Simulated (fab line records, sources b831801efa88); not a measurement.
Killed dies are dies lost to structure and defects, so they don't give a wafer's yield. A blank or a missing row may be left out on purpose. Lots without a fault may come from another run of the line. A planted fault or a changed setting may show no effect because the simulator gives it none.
A struck lot beside a sound one | flow sky130 | 15 steps out of a route of 708
Sound: wafers L351.2, L351.4, L351.6. Struck: wafers L343.3, L343.4, L343.5. The cause comes at the end.
At each step with rows: each side's tool, then ch and its chambers, then its first start. Under that, the readings that differ: sound wafers | struck wafers | difference of the means | sigmas: that difference in standard deviations of wafers without a fault.
alike: readings whose means differ by less than 2 such deviations, and words and numbers that are the same on both sides. not compared: withheld readings, readings that some wafer has no value for, bounds like >300 that may hide the same value, and numbers for which the record gives no deviation and whose values overlap.
The two part at a step that has a row with sigmas, a row that says differs or no value, or rows on one side only. Numbers that don't overlap but have no deviation are shown without sigmas and don't part them. A reading that every wafer of one side lacks parts them only if that side has two wafers or more.

first, 5 steps without rows for these wafers: SKY_VT_ADJUST_LVTN_COAT_13 (resist thk 1140 nm); SKY_VT_ADJUST_LVTN_SOFTBAKE_14 (time 60 s); SKY_VT_ADJUST_LVTN_EXPOSE_15 (exposes mask HVN STD DERIVED, target cd 600 nm); SKY_VT_ADJUST_LVTN_PEB_16; SKY_VT_ADJUST_LVTN_DEVELOP_17 (develop time 60 s).
SKY_VT_ADJUST_LVTN_OVL_MEAS_18:
  sound on overlay-02, day 13 06:15; struck on overlay-01, day 10 22:57
  alike: VT_ADJUST_LVTN_01_OVL
then, 1 step without rows for these wafers: SKY_VT_ADJUST_LVTN_IMPLANT_19.
SKY_VT_ADJUST_LVTN_STRIP_20: strips in O2/N2.
  sound on plasma_asher-04 ch 1, day 13 06:26; struck on plasma_asher-04 ch 0,1, day 10 23:09
  reading                      | sound             | struck            | difference | sigmas
  strip_time_to_endpoint_s (s) | 14.28 14.26 14.24 | 14.15 14.13 14.14 | -0.12      | -3
  alike: drypump_motor_current_A, oes_product_au
  not compared: rf_hours_counter_h
SKY_VT_ADJUST_LVTN_TW_MEAS_21:
  sound on film_metro-01, day 13 06:32; struck on film_metro-03, day 10 23:14
  alike: VT_ADJUST_LVTN_2_TW
then, 3 steps without rows for these wafers: SKY_VT_ADJUST_NCORE_DEHYDRATE_00 (time 60 s); SKY_VT_ADJUST_NCORE_HMDS_01 (prime time 60 s); SKY_VT_ADJUST_NCORE_COAT_02 (resist thk 1121 nm).
SKY_VT_ADJUST_NCORE_SOFTBAKE_03: time 60 s.
  sound on litho_track-02 ch 0, day 13 19:10; struck on litho_track-02 ch 0, day 11 11:48
  reading                  | sound             | struck            | difference | sigmas
  heater_power_total_W (W) | 56.61 56.70 56.57 | 58.88 58.94 58.89 | +2.28      | +53
  run_length_s (s)         | 89.19 89.13 89.01 | 82.45 82.56 82.42 | -6.63      | -41
then, 1 step without rows for these wafers: SKY_VT_ADJUST_NCORE_EXPOSE_04 (exposes mask LVTN COMPLEMENT THIN, target cd 380 nm).
-- the record jumps here: 37 days lie between the struck wafers' starts before and after (it left off in module VT_ADJUST_NCORE and takes up again in module PAD_OPEN, whose first step shown is number 708 of the route) --
SKY_PAD_OPEN_PROBE_99:
  sound on prober-02, day 50 07:59; struck on prober-01, day 48 19:34
  alike: killed_at_M0_to_M3, killed_at_M4_up, killed_at_contacts, killed_at_front_end, killed_at_other, killed_dies, killed_on_rim, killed_open, killed_short

WHERE THEY PART
First at SKY_VT_ADJUST_LVTN_STRIP_20; last, within this record, at SKY_VT_ADJUST_NCORE_SOFTBAKE_03. Later steps at which nothing parts them and some readings are alike: SKY_PAD_OPEN_PROBE_99.

WHY: what the simulator had put in
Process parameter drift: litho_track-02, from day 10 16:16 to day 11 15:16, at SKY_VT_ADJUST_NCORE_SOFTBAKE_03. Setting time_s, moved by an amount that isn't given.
